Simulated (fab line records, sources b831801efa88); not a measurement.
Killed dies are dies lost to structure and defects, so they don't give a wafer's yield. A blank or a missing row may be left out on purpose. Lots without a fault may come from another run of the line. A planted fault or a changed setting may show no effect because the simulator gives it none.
Split-lot experiment | flow sfq_line | 5 lots, 23 wafers read, on a route of 325 steps

THE SPLIT
At SFQ_TRILAYER_I1_VIA_LITHO_COAT_054 (resist thk 62 nm), the setting resist_thk_nm was moved away from the recipe's 62 nm on 8 of the 23 wafers read, by +2.7% to +5.6%. The other wafers ran this setting at the recipe's value.

FROM THE SPLIT TO THE READING: what the file shows between them, 3 steps
- SFQ_TRILAYER_I1_VIA_LITHO_COAT_049: resist thk 650 nm
- SFQ_TRILAYER_I1_VIA_LITHO_SOFTBAKE_053
- SFQ_TRILAYER_I1_VIA_LITHO_DEVELOP_051: time 60 s

THE READING
oes_product_au, in a.u., at SFQ_TRILAYER_I1_VIA_BARC_OPEN_VIA_ETCH_071 (etches BARC in O2, target depth 125 nm, time 41.7 s). Fault-free wafers of this fab line usually give 0.685 a.u., standard deviation 0.0038 a.u..

wafer  | tool, chamber at the split | resist_thk_nm as run, nm | against the recipe | oes_product_au, a.u. | against lot-mates on the recipe
L074.2 | litho_track-02, 0          | 62                       | recipe             | 0.682                | -
L074.4 | litho_track-02, 0          | 62                       | recipe             | 0.676                | -
L074.6 | litho_track-02, 0          | 62                       | recipe             | 0.683                | -
L075.1 | litho_track-02, 0          | 62                       | recipe             | 0.683                | -
L075.2 | litho_track-02, 0          | 62                       | recipe             | 0.686                | -
L075.4 | litho_track-02, 0          | 62                       | recipe             | 0.687                | -
L075.5 | litho_track-02, 0          | 62                       | recipe             | 0.686                | -
L075.6 | litho_track-02, 0          | 62                       | recipe             | 0.691                | -
L078.1 | litho_track-04, 0          | 63.65                    | +2.7%              | 0.686                | -0.001
L078.3 | litho_track-04, 0          | 62                       | recipe             | 0.685                | -
L078.4 | litho_track-04, 0          | 62                       | recipe             | 0.689                | -
L078.5 | litho_track-04, 0          | 62                       | recipe             | 0.686                | -
L078.6 | litho_track-04, 0          | 63.65                    | +2.7%              | 0.692                | +0.005
L083.1 | litho_track-02, 0          | 65.45                    | +5.6%              | 0.702                | +0.018
L083.2 | litho_track-02, 0          | 62                       | recipe             | 0.682                | -
L083.4 | litho_track-02, 0          | 62                       | recipe             | 0.685                | -
L083.5 | litho_track-02, 0          | 65.45                    | +5.6%              | 0.700                | +0.016
L083.6 | litho_track-02, 0          | 65.45                    | +5.6%              | 0.706                | +0.022
L085.1 | litho_track-02, 0          | 62                       | recipe             | 0.684                | -
L085.2 | litho_track-02, 0          | 64.22                    | +3.6%              | 0.695                | +0.010
L085.3 | litho_track-02, 0          | 64.22                    | +3.6%              | 0.701                | +0.016
L085.4 | litho_track-02, 0          | 64.22                    | +3.6%              | 0.697                | +0.012
L085.6 | litho_track-02, 0          | 62                       | recipe             | 0.686                | -

THE FIT
A straight line over all 23 wafers: oes_product_au changes by +0.00321 a.u. for each +1% of resist_thk_nm; r = +0.89; the points scatter about the line by 0.0035 a.u..
The same after taking each lot's own level away (the mean of its wafers on the recipe; 23 wafers): +0.0033 a.u. for each +1%; r = +0.91; scatter 0.0032 a.u..
On that fit, the largest move of resist_thk_nm shifts the reading by 0.018 a.u..
The lots' own levels span 0.6803 to 0.6867 a.u., that is 1.7 times the standard deviation above.
So the lot-to-lot level changes the slope little: the two slopes agree.
Check: with one of the wafers moved furthest among these (+5.6%) left out of the fit, the line predicts +0.0179 a.u. for it against its lot-mates. It came out at +0.0185 a.u. against them.

OTHER SPLITS ON THESE WAFERS
These wafers also went through other splits before the reading. Each is held against what the fit with the lots' levels taken away leaves over:
other split on the same wafers                   | wafers away from the commonest value | r with oes_product_au (lot level and that fit taken away)
SFQ_TRILAYER_INCOMING_OXIDATION_002 ox_time_s    | 15                                   | -0.31
SFQ_TRILAYER_L0_LITHO_COAT_010 resist_thk_nm     | 10                                   | +0.01
SFQ_TRILAYER_M0_LITHO_COAT_026 spin_rpm          | 5                                    | +0.22
SFQ_TRILAYER_I0_VIA_LITHO_COAT_036 resist_thk_nm | 7                                    | +0.08
SFQ_TRILAYER_I0_VIA_LITHO_PEB_034 peb_time_s     | 6                                    | -0.02
SFQ_TRILAYER_M1_DEP_SPUTTER_037 time_s           | 9                                    | -0.02
SFQ_TRILAYER_M1_LITHO_EXPOSE_040 dose_mj         | 5                                    | -0.03
SFQ_TRILAYER_M1_BARC_OPEN_METAL_ETCH_054 icp_w   | 8                                    | -0.01

THE WHOLE CHAIN: every reading that the file lists as answering this split, in the file's order
step                                       | what it does                                        | reading                                                                                        | change (the file's fit)                  | r (the file's)
SFQ_TRILAYER_I1_VIA_LITHO_COAT_054         | resist thk 62 nm                                    | BARC_of_TRILAYER_I1_VIA_LITHO_COAT_054.thk_nm (the simulator's own value, which no gauge read) | +0.636 nm for each +1% of the setting    | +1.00
SFQ_TRILAYER_I1_VIA_BARC_OPEN_VIA_ETCH_071 | etches BARC in O2, target depth 125 nm, time 41.7 s | oes_product_au                                                                                 | +0.0031 a.u. for each +1% of the setting | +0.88

THE FILE'S OWN FIT
oes_product_au changes by +0.0031 a.u. for each +1% of resist_thk_nm, r = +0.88.
